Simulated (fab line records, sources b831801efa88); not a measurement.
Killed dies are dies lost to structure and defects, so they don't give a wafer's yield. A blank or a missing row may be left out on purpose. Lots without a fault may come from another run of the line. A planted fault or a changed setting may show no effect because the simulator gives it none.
Chamber matching | flow gf180mcu | GF_V2_CMP_26 on cmp-02: 4 sister chambers
The step polishes, stops on SiO2, t overpolish 15 s, target thk 0 nm. 8 wafers are shown with their chamber, then 9 later ones without.

WAFERS WITH THEIR CHAMBER
wafer  | chamber | motor_current_A (A) | time_to_endpoint_s (s)
L951.3 | 3       | 9.6                 | 81
L954.3 | 3       | 9.8                 | 80
L963.3 | 2       | 13.5                | 86
L963.5 | 1       | 12.7                | 82
L963.6 | 0       | 11.4                | 86
L965.1 | 0       | 11.4                | 87
L965.3 | 1       | 12.7                | 86
L965.4 | 2       | 13.8                | 85

WAFERS WITHOUT THEIR CHAMBER
wafer  | motor_current_A (A) | time_to_endpoint_s (s)
L967.1 | 13.5                | 91
L967.3 | 9.4                 | 79
L967.6 | 11.0                | 84
L968.3 | 12.4                | 85
L968.4 | 12.9                | 89
L968.6 | 11.4                | 86
L969.1 | 13.4                | 91
L969.2 | 9.7                 | 83
L969.6 | 9.5                 | 85

WHICH CHAMBER EACH WENT THROUGH
wafer  | from the rows above | in truth
L967.1 | 2                   | 2
L967.3 | 3                   | 3
L967.6 | 0                   | 0
L968.3 | 1                   | 1
L968.4 | 1                   | 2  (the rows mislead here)
L968.6 | 0                   | 0
L969.1 | 2                   | 2
L969.2 | 3                   | 3
L969.6 | 3                   | 3
Placed correctly: 8 of 9. Can't be placed from these rows: 0. Placed wrongly: 1.
How it was worked out, from the rows above alone: a wafer's distance from a chamber is the root of the sum, over the readings, of the square of ((its reading less the chamber's mean) divided by the reading's scatter). The wafer belongs to the nearest chamber; if the next one is less than 2 further off, it can't be placed. A chamber's mean is the mean of its shown wafers. The scatter: the root of (the sum of the squares of (reading less its chamber's mean) over the shown wafers, divided by (wafers less chambers)).
